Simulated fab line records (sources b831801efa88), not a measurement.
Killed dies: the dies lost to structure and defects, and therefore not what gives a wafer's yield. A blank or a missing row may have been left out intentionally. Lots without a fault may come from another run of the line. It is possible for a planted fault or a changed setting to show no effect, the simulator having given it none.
Matching of chambers || flow gf180mcu || 4 sister chambers for GF_V1_ETCH_16 on rie diel-04
The step etches BARC in N2/H2. 16 wafers are shown with their chamber, then 8 later ones without.

== WAFERS PAIRED WITH THEIR CHAMBERS ==
{"wafer": "L074.1", "chamber": 3, "oes product au (a.u.)": 0.859, "throttle valve pct (%)": 13.234}
{"wafer": "L074.3", "chamber": 1, "oes product au (a.u.)": 0.855, "throttle valve pct (%)": 13.232}
{"wafer": "L074.4", "chamber": 3, "oes product au (a.u.)": 0.858, "throttle valve pct (%)": 13.233}
{"wafer": "L075.3", "chamber": 1, "oes product au (a.u.)": 0.855, "throttle valve pct (%)": 13.214}
{"wafer": "L075.4", "chamber": 1, "oes product au (a.u.)": 0.854, "throttle valve pct (%)": 13.232}
{"wafer": "L075.6", "chamber": 3, "oes product au (a.u.)": 0.860, "throttle valve pct (%)": 13.240}
{"wafer": "L077.2", "chamber": 1, "oes product au (a.u.)": 0.856, "throttle valve pct (%)": 13.230}
{"wafer": "L077.4", "chamber": 3, "oes product au (a.u.)": 0.844, "throttle valve pct (%)": 13.222}
{"wafer": "L077.5", "chamber": 0, "oes product au (a.u.)": 0.865, "throttle valve pct (%)": 13.220}
{"wafer": "L080.2", "chamber": 0, "oes product au (a.u.)": 0.864, "throttle valve pct (%)": 13.220}
{"wafer": "L080.3", "chamber": 3, "oes product au (a.u.)": 0.860, "throttle valve pct (%)": 13.226}
{"wafer": "L080.4", "chamber": 2, "oes product au (a.u.)": 0.848, "throttle valve pct (%)": 13.226}
{"wafer": "L094.1", "chamber": 3, "oes product au (a.u.)": 0.853, "throttle valve pct (%)": 13.205}
{"wafer": "L094.3", "chamber": 2, "oes product au (a.u.)": 0.846, "throttle valve pct (%)": 13.229}
{"wafer": "L094.6", "chamber": 2, "oes product au (a.u.)": 0.847, "throttle valve pct (%)": 13.229}
{"wafer": "L095.1", "chamber": 0, "oes product au (a.u.)": 0.854, "throttle valve pct (%)": 13.223}

SIGNATURES, as means of the wafers listed above
{"reading": "oes product au", "chamber 0": 0.86100, "chamber 1": 0.85500, "chamber 2": 0.84700, "chamber 3": 0.85567, "scatter within a chamber": 0.00479}
{"reading": "throttle valve pct", "chamber 0": 13.22100, "chamber 1": 13.22700, "chamber 2": 13.22800, "chamber 3": 13.22667, "scatter within a chamber": 0.00914}
Rule: for each reading, subtract the chamber's mean from the wafer's reading, divide by that reading's scatter and square the result; add these up over the readings and take the root, which gives the wafer's distance from the chamber. The wafer belongs to the nearest chamber; if the next one is less than 2 further off, it can't be placed. The scatter is the square root of a quotient: the sum, over the shown wafers, of each reading's squared deviation from its chamber's mean, divided by wafers minus chambers.

== WAFERS WHOSE CHAMBER IS MISSING ==
{"wafer": "L095.3", "oes product au (a.u.)": 0.852, "throttle valve pct (%)": 13.232}
{"wafer": "L095.6", "oes product au (a.u.)": 0.848, "throttle valve pct (%)": 13.235}
{"wafer": "L096.1", "oes product au (a.u.)": 0.850, "throttle valve pct (%)": 13.238}
{"wafer": "L096.2", "oes product au (a.u.)": 0.856, "throttle valve pct (%)": 13.224}
{"wafer": "L096.3", "oes product au (a.u.)": 0.847, "throttle valve pct (%)": 13.225}
{"wafer": "L097.3", "oes product au (a.u.)": 0.860, "throttle valve pct (%)": 13.222}
{"wafer": "L097.4", "oes product au (a.u.)": 0.854, "throttle valve pct (%)": 13.226}
{"wafer": "L097.5", "oes product au (a.u.)": 0.855, "throttle valve pct (%)": 13.221}

== EACH ONE'S CHAMBER ==
{"wafer": "L095.3", "from the rows above": "can't be placed: 1 or 3 or 2 or 0", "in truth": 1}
{"wafer": "L095.6", "from the rows above": "can't be placed: 2 or 1 or 3", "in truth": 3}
{"wafer": "L096.1", "from the rows above": "can't be placed: 2 or 1 or 3 or 0", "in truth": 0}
{"wafer": "L096.2", "from the rows above": "can't be placed: 3 or 1 or 0 or 2", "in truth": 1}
{"wafer": "L096.3", "from the rows above": "can't be placed: 2 or 1 or 3", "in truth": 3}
{"wafer": "L097.3", "from the rows above": "can't be placed: 0 or 3 or 1", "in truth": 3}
{"wafer": "L097.4", "from the rows above": "can't be placed: 1 or 3 or 2 or 0", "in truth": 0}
{"wafer": "L097.5", "from the rows above": "can't be placed: 3 or 1 or 0 or 2", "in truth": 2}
Correct placement for 0 of the 8. From these rows, 8 cannot be placed; in 8 the true chamber is one of the candidates. 0 placed wrongly.
